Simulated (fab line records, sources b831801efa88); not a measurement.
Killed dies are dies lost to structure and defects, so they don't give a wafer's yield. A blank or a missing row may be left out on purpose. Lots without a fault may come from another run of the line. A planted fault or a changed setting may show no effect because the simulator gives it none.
Chamber matching | flow gf180mcu | GF_V1_CMP_04 on cmp-02: 4 sister chambers
The step polishes SiO2. 7 wafers are shown with their chamber, then 7 later ones without.

WAFERS WITH THEIR CHAMBER
wafer  | chamber | motor_current_A (A) | time_to_endpoint_s (s)
L883.3 | 1       | 9.5                 | 80
L884.6 | 2       | 14.0                | 89
L887.1 | 2       | 14.0                | 78
L887.3 | 3       | 13.1                | 76
L887.4 | 0       | 11.2                | 78
L890.1 | 3       | 12.3                | 72
L890.2 | 0       | 11.3                | 68

WAFERS WITHOUT THEIR CHAMBER
wafer  | motor_current_A (A) | time_to_endpoint_s (s)
L890.5 | 11.8                | 79
L895.3 | 9.3                 | 72
L895.5 | 9.7                 | 72
L895.6 | 11.4                | 75
L897.3 | 11.5                | 70
L897.4 | 11.5                | 76
L897.5 | 12.4                | 72

WHICH CHAMBER EACH WENT THROUGH
wafer  | from the rows above     | in truth
L890.5 | can't be placed: 0 or 3 | 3
L895.3 | 1                       | 1
L895.5 | 1                       | 1
L895.6 | 0                       | 0
L897.3 | 0                       | 0
L897.4 | 0                       | 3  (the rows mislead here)
L897.5 | 3                       | 3
Placed correctly: 5 of 7. Can't be placed from these rows: 1 (the true chamber is among the candidates in 1). Placed wrongly: 1.
How it was worked out, from the rows above alone: a wafer's distance from a chamber is the root of the sum, over the readings, of the square of ((its reading less the chamber's mean) divided by the reading's scatter). The wafer belongs to the nearest chamber; if the next one is less than 2 further off, it can't be placed. A chamber's mean is the mean of its shown wafers. The scatter: the root of (the sum of the squares of (reading less its chamber's mean) over the shown wafers, divided by (wafers less chambers)).
